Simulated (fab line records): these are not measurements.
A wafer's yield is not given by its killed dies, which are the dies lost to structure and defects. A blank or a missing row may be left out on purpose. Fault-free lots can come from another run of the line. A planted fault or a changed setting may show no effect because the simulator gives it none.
fab line records    flow sky130
[record] lots = 13  wafers = 39  last_day = 50
route steps=708 shown LDD_P@265 METAL4@629 PASSIVATION@684 PAD_OPEN@708
lots untouched by any fault: they come from a run of this same line in which no faults occurred
start_h: the number of hours between the record's first day and the start of the first shown wafer of the lot    wait_h: time in hours since the lot's previous step    " as in the row above    L1.1+2: a row that stands for several wafers    - no value present, or no start provided    * or withheld: withheld    < > ~ a bound
route shown NAME@n: names a module that has steps shown in the file, with the first one's number in the route    usual: the fault-free wafers' mean and standard deviation    same: alike in all rows    chamber/n: place in a boat    sites: per-site readings    _std_site: standard deviation of those values    _edge_site: inner sites' mean taken away from outer sites' mean    radius_mm: for every site, how far away it sits from the centre of the wafer    mask NAME#n: copy n    behind: tool/chamber where the wafer was last shaped    hold: why the lot was held/for how many hours/how that ended    device: transistor that didn't switch, given as n, p or np    end of line: tests run on the same wafers once the route is complete    for a step that has no rows: nothing shown but its recipe    killed: dies lost to structure and defects at the first sort, not the wafer's yield    map: per-die view of a wafer (x killed, . not killed, _ where there is no die)
set.NAME: setting as actually run; set.NAME@STEP: the setting as run at that earlier step    model.NAME: the simulator's own value behind a step, which no gauge read
a sample of lots followed through the steps of the route, with each step as a table and each wafer as a row
services: a tool's chamber out of use, with start hour (start_h, from the record's first day; less than 0 if before it), hours out, and reason
[[steps]]
[step SKY_LDD_P_STRIP_10]
[recipe] chemistry = O2/N2  power_w = 1400  pressure_mtorr = 1500  platen_temp_c = withheld  o2_flow_sccm = 3000  n2_flow_sccm = 300  overash_fraction = 0.5
[usual] drypump_motor_current_A = 5.7/0.58  oes_product_au = 0.716/0.0043  strip_time_to_endpoint_s = 14.21/0.044
lot.wafer  tool             chamber  start_h  wait_h  drypump_motor_current_A  oes_product_au  rf_hours_counter_h  strip_time_to_endpoint_s
L985.2     plasma_asher-02  1        425.79   0.1     6.4                      0.717           73                  14.15
L985.3     "                1        "        "       6.4                      0.718           -                   14.20
L985.4     "                0        "        "       5.8                      0.708           -                   14.13
L986.3     plasma_asher-02  1        443.42   0.1     6.4                      0.720           -                   14.25
L986.5     "                0        "        "       5.8                      0.716           -                   14.22
L986.6     "                1        "        "       6.4                      0.716           -                   14.20
L994.3     plasma_asher-03  1        519.45   0.1     6.0                      0.713           -                   14.20
L994.4     "                0        "        "       6.0                      0.713           -                   14.20
L994.5     "                0        "        "       6.0                      0.718           -                   14.23
L995.3     plasma_asher-02  0        528.08   0.1     5.8                      0.722           -                   14.22
L995.4     "                1        "        "       6.4                      0.715           -                   14.21
L995.5     "                1        "        "       6.5                      0.714           -                   14.18
L996.2     plasma_asher-02  1        533.72   0.2     6.4                      0.709           85                  14.29
L996.3     "                1        "        "       6.4                      0.715           -                   14.28
L996.4     "                0        "        "       5.8                      0.716           -                   14.30
L997.4     plasma_asher-02  0        544.23   0.1     5.8                      0.714           -                   14.26
L997.5     "                0        "        "       5.8                      0.721           -                   14.30
L997.6     "                1        "        "       6.4                      0.716           -                   14.24
L100.1     plasma_asher-01  0        564.96   0.1     4.8                      0.711           9                   14.17
L100.4     "                0        "        "       4.8                      0.724           -                   14.19
L100.6     "                1        "        "       5.0                      0.712           -                   14.19
L101.2     plasma_asher-01  0        574.67   0.1     4.8                      0.712           10                  14.28
L101.3     "                1        "        "       5.0                      0.718           -                   14.28
L101.6     "                0        "        "       4.8                      0.711           -                   14.24
L103.2     plasma_asher-03  1        592.51   0.1     6.0                      0.720           79                  14.21
L103.4     "                0        "        "       6.0                      0.724           -                   14.21
L103.5     "                1        "        "       6.0                      0.714           -                   14.21
L105.2     plasma_asher-03  0        615.44   0.1     6.0                      0.720           81                  14.11
L105.3     "                1        "        "       6.1                      0.718           -                   14.14
L105.6     "                0        "        "       6.0                      0.707           -                   14.16
L106.1     plasma_asher-01  0        617.17   0.1     4.8                      0.723           14                  14.17
L106.4     "                1        "        "       5.0                      0.711           -                   14.27
L106.5     "                0        "        "       4.8                      0.721           -                   14.22
L107.1     plasma_asher-03  0        621.01   0.1     6.0                      0.714           82                  14.22
L107.3     "                0        "        "       6.0                      0.713           -                   14.23
L107.4     "                1        "        "       6.0                      0.711           -                   14.28
L108.2     plasma_asher-02  1        627.31   0.1     6.5                      0.714           95                  14.13
L108.3     "                0        "        "       5.8                      0.711           -                   14.19
L108.6     "                0        "        "       5.8                      0.712           -                   14.14
[step SKY_METAL4_CD_MEAS_13]
[recipe] target_cd_nm = 300
[usual] cd_nm = 299.9/1.6
lot.wafer  tool       chamber  start_h  wait_h  cd_nm
L985.2     cd_sem-02  -        974.03   -       299.1
L985.3     "          -        "        "       298.5
L985.4     "          -        "        "       297.7
L986.3     cd_sem-02  -        985.37   -       302.7
L986.5     "          -        "        "       302.3
L986.6     "          -        "        "       303.2
L994.3     cd_sem-01  -        1044.05  -       297.3
L994.4     "          -        "        "       299.0
L994.5     "          -        "        "       298.1
L995.3     cd_sem-02  -        1050.14  -       299.5
L995.4     "          -        "        "       299.6
L995.5     "          -        "        "       300.5
L996.2     cd_sem-02  -        1055.13  -       301.5
L996.3     "          -        "        "       302.8
L996.4     "          -        "        "       301.5
L997.4     cd_sem-02  -        1062.42  -       299.6
L997.5     "          -        "        "       299.0
L997.6     "          -        "        "       299.5
L100.1     cd_sem-02  -        1082.36  -       297.9
L100.4     "          -        "        "       299.2
L100.6     "          -        "        "       297.7
L101.2     cd_sem-02  -        1086.28  -       299.7
L101.3     "          -        "        "       299.7
L101.6     "          -        "        "       300.7
L103.2     cd_sem-02  -        1100.03  -       297.0
L103.4     "          -        "        "       296.2
L103.5     "          -        "        "       297.7
L105.2     cd_sem-02  -        1115.53  -       299.1
L105.3     "          -        "        "       297.4
L105.6     "          -        "        "       298.7
L106.1     cd_sem-02  -        1116.21  -       298.5
L106.4     "          -        "        "       298.9
L106.5     "          -        "        "       298.9
L107.1     cd_sem-01  -        1118.56  -       299.4
L107.3     "          -        "        "       299.8
L107.4     "          -        "        "       299.5
L108.2     cd_sem-02  -        1122.19  -       301.7
L108.3     "          -        "        "       301.7
L108.6     "          -        "        "       299.6
[step SKY_PASSIVATION_THK_MEAS_03]
[recipe] reads = Si3N4_of_PASSIVATION_CVD_02
[usual] PASSIVATION_CVD_02_THK = 536/7.8
lot.wafer  tool           chamber  start_h  wait_h  PASSIVATION_CVD_02_THK[nm]
L985.2     film_metro-02  -        1023.43  -       537
L985.3     "              -        "        "       544
L985.4     "              -        "        "       542
L986.3     film_metro-01  -        1036.31  -       529
L986.5     "              -        "        "       535
L986.6     "              -        "        "       548
L994.3     film_metro-01  -        1089.88  -       532
L994.4     "              -        "        "       560
L994.5     "              -        "        "       542
L995.3     film_metro-01  -        1096.75  -       543
L995.4     "              -        "        "       546
L995.5     "              -        "        "       528
L996.2     film_metro-02  -        1101.14  -       543
L996.3     "              -        "        "       538
L996.4     "              -        "        "       538
L997.4     film_metro-01  -        1108.41  -       539
L997.5     "              -        "        "       532
L997.6     "              -        "        "       535
L100.1     film_metro-04  -        1127.38  -       535
L100.4     "              -        "        "       539
L100.6     "              -        "        "       541
L101.2     film_metro-01  -        1130.20  -       534
L101.3     "              -        "        "       540
L101.6     "              -        "        "       552
L103.2     film_metro-02  -        1143.09  -       535
L103.4     "              -        "        "       545
L103.5     "              -        "        "       548
L105.2     film_metro-04  -        1157.46  -       534
L105.3     "              -        "        "       529
L105.6     "              -        "        "       536
L106.1     film_metro-01  -        1157.69  -       529
L106.4     "              -        "        "       537
L106.5     "              -        "        "       539
L107.1     film_metro-02  -        1160.22  -       529
L107.3     "              -        "        "       527
L107.4     "              -        "        "       540
L108.2     film_metro-04  -        1163.54  -       529
L108.3     "              -        "        "       527
L108.6     "              -        "        "       541
[step SKY_PASSIVATION_ETCH_11]
[recipe] chemistry = CF4/O2  target_depth_nm = 725  stop_on = AlCu  source_w = 800  bias_w = 148.4  pressure_mtorr = 150  cf4_flow_sccm = 80  O2_flow_sccm = 10  time_s = 161.1
[usual] drypump_motor_current_A = 5.7/0.44  oes_product_au = 0.974/0.0073  throttle_valve_pct = 5.963/0.01
lot.wafer  tool         chamber  start_h  wait_h  drypump_motor_current_A  oes_product_au  rf_hours_counter_h  throttle_valve_pct
L985.2     rie_diel-03  0        1045.76  -       6.2                      0.974           9                   5.951
L985.3     "            2        "        "       6.1                      0.979           13                  5.968
L985.4     "            3        "        "       5.4                      0.969           11                  5.966
L986.3     rie_diel-02  1        1058.31  -       5.8                      0.969           10                  5.980
L986.5     "            1        "        "       5.9                      0.978           -                   5.941
L986.6     "            2        "        "       5.6                      0.980           -                   5.960
L994.3     rie_diel-02  1        1110.01  -       5.8                      0.971           12                  5.949
L994.4     "            0        "        "       5.9                      0.988           14                  5.968
L994.5     "            2        "        "       5.6                      0.983           -                   5.957
L995.3     rie_diel-03  3        1116.86  -       5.4                      0.974           14                  5.961
L995.4     "            0        "        "       6.2                      0.978           11                  5.961
L995.5     "            0        "        "       6.2                      0.968           -                   5.966
L996.2     rie_diel-01  1        1121.26  -       6.3                      0.980           28                  5.986
L996.3     "            3        "        "       5.7                      0.968           8                   5.958
L996.4     "            2        "        "       5.3                      0.974           19                  5.972
L997.4     rie_diel-02  2        1127.99  -       5.6                      0.978           6                   5.956
L997.5     "            2        "        "       5.6                      0.977           -                   5.962
L997.6     "            3        "        "       5.0                      0.971           -                   5.948
L100.1     rie_diel-03  0        1146.24  -       6.2                      0.975           13                  5.958
L100.4     "            1        "        "       4.8                      0.981           0                   5.960
L100.6     "            3        "        "       5.4                      0.972           -                   5.956
L101.2     rie_diel-03  1        1148.44  -       4.8                      0.980           1                   5.972
L101.3     "            0        "        "       6.2                      0.976           13                  5.975
L101.6     "            0        "        "       6.2                      0.988           -                   5.961
L103.2     rie_diel-02  0        1160.19  -       5.9                      0.979           15                  5.968
L103.4     "            1        "        "       5.8                      0.980           13                  5.964
L103.5     "            1        "        "       5.9                      0.987           -                   5.960
L105.2     rie_diel-01  2        1174.34  -       5.3                      0.977           21                  5.970
L105.3     "            0        "        "       6.0                      0.970           12                  5.971
L105.6     "            3        "        "       5.7                      0.970           -                   5.963
L106.1     rie_diel-03  1        1175.06  -       4.8                      0.969           2                   5.959
L106.4     "            0        "        "       6.2                      0.981           14                  5.967
L106.5     "            0        "        "       6.2                      0.984           -                   5.989
L107.1     rie_diel-01  2        1177.06  -       5.3                      0.971           21                  5.960
L107.3     "            3        "        "       5.7                      0.966           10                  5.956
L107.4     "            0        "        "       6.0                      0.967           12                  5.964
L108.2     rie_diel-02  3        1180.41  -       5.0                      0.970           8                   5.950
L108.3     "            0        "        "       5.9                      0.964           16                  5.956
L108.6     "            1        "        "       5.9                      0.977           -                   5.945
[step SKY_PAD_OPEN_PROBE_99]
[usual] killed_at_M0_to_M3 = 42/7.6  killed_at_M4_up = 3.4/2  killed_at_contacts = 24/5.9  killed_at_front_end = 16/4.5  killed_at_other = 0.4/0.58  killed_dies = 86/10  killed_open = 47/7.6  killed_short = 39/6.7
[same] gross_dies = 492  killed_at_back_side = 0
lot.wafer  tool       chamber  start_h  wait_h  killed_at_M0_to_M3  killed_at_M4_up  killed_at_contacts  killed_at_front_end  killed_at_other  killed_dies  killed_open  killed_short
L996.2     prober-02  -        1142.90  0.2     40                  6                18                  9                    0                73           37           36
L996.3     prober-02  -        1142.95  0.3     31                  3                27                  13                   0                74           44           30
L996.4     prober-02  -        1143.00  0.3     34                  4                25                  34                   0                97           43           32
L997.4     prober-02  -        1149.44  0.2     47                  4                21                  40                   1                113          49           45
L997.5     prober-02  -        1149.49  0.2     45                  3                29                  32                   1                110          45           45
L997.6     prober-02  -        1149.54  0.2     49                  2                19                  17                   1                88           45           43
// killed by level:class
L996.2 CONTACT:geometric_particle:open=9 VIA1:geometric_particle:open=7 VIA2:geometric_particle:open=7 VIA3:geometric_particle:open=6 VIA1:geometric_particle:short=4 METAL2:geometric_particle:short=4 METAL4:geometric_particle:short=4 METAL3:geometric_particle:short=4
L996.3 LI_CONTACT:geometric_particle:open=11 VIA1:geometric_particle:open=10 CONTACT:geometric_particle:open=7 POLY_GATE:geometric_particle:open=5 VIA3:geometric_particle:open=4 CONTACT:geometric_particle:short=4 VIA2:geometric_particle:open=4 METAL3:geometric_particle:short=4
L996.4 LDD_P:unspecified=22 LI_CONTACT:geometric_particle:open=11 VIA1:geometric_particle:open=8 METAL2:geometric_particle:short=7 CONTACT:geometric_particle:open=5 VIA2:geometric_particle:open=5 FIELD_ISO:geometric_particle:short=4 METAL1:geometric_particle:short=4
L997.4 LDD_P:unspecified=19 VIA1:geometric_particle:open=11 CONTACT:geometric_particle:open=9 FIELD_ISO:geometric_particle:short=7 FIELD_ISO:geometric_particle:open=6 LI_CONTACT:geometric_particle:open=6 METAL1:geometric_particle:short=6 VIA2:geometric_particle:open=6
L997.5 LDD_P:unspecified=18 CONTACT:geometric_particle:open=14 VIA2:geometric_particle:open=10 VIA1:geometric_particle:open=8 METAL2:geometric_particle:short=7 CONTACT:geometric_particle:short=7 METAL1:geometric_particle:short=5 LI_CONTACT:geometric_particle:open=4
L997.6 VIA2:geometric_particle:open=9 VIA1:geometric_particle:open=8 VIA1:geometric_particle:short=8 CONTACT:geometric_particle:open=7 LOCAL_INTERCONNECT:geometric_particle:short=6 METAL2:geometric_particle:short=6 FIELD_ISO:geometric_particle:open=5 VIA3:geometric_particle:open=5
[[services]]
tool             chamber  start_h  hours  kind
rie_diel-03      -        418.38   1.1    repair
rie_diel-03      1        439.02   28.9   repair
rie_diel-02      0        445.31   132.0  repair
rie_diel-02      1        522.19   1.7    repair
rie_diel-03      -        529.41   16.9   repair
rie_diel-03      0        530.38   18.8   repair
plasma_asher-02  -        555.53   0.7    repair
rie_diel-02      2        572.69   3.4    repair
plasma_asher-02  -        582.49   1.9    repair
rie_diel-02      2        611.31   2.7    repair
rie_diel-03      2        627.11   6.7    repair
rie_diel-03      3        675.16   3.0    repair
rie_diel-02      2        675.86   6.9    repair
rie_diel-02      3        681.17   4.6    repair
rie_diel-03      3        707.58   2.6    repair
rie_diel-02      3        711.01   4.6    repair
rie_diel-02      1        718.12   8.8    repair
rie_diel-03      0        730.06   8.3    repair
plasma_asher-02  -        733.75   9.0    pm
plasma_asher-02  -        746.44   0.7    repair
rie_diel-02      1        767.06   15.1   repair
plasma_asher-02  -        810.31   1.3    repair
plasma_asher-02  -        970.39   4.0    repair
plasma_asher-02  -        1126.26  1.7    repair
[[key]]
[first_sign] step = SKY_PAD_OPEN_PROBE_99  reading = killed_at_front_end  direction = up  sigmas = 4.3  usual = 16  struck = 35
effect none on later readings
met_at SKY_LDD_P_STRIP_10
struck_lots L996,L997
struck_wafers L996.4,L997.4,L997.5
tester_left_out L996,L997
not_acting_at SKY_METAL4_CD_MEAS_13,SKY_PASSIVATION_THK_MEAS_03,SKY_PASSIVATION_ETCH_11
onset_between 528.08 533.72
[fault] kind = chamber_particle_source  tool = plasma_asher-02  chamber = 0  onset_h = 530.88  steps = SKY_LDD_P_STRIP_10  rate_per_visit_cm2 = 0.53698  end_h = 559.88
// tester_left_out: of these lots the tester's yield and bins aren't shown, on N5 and GAA mostly nor the transistor test; their killed dies are dies lost to structure and defects alone, not to doping, threshold or leakage, so they don't give the yield
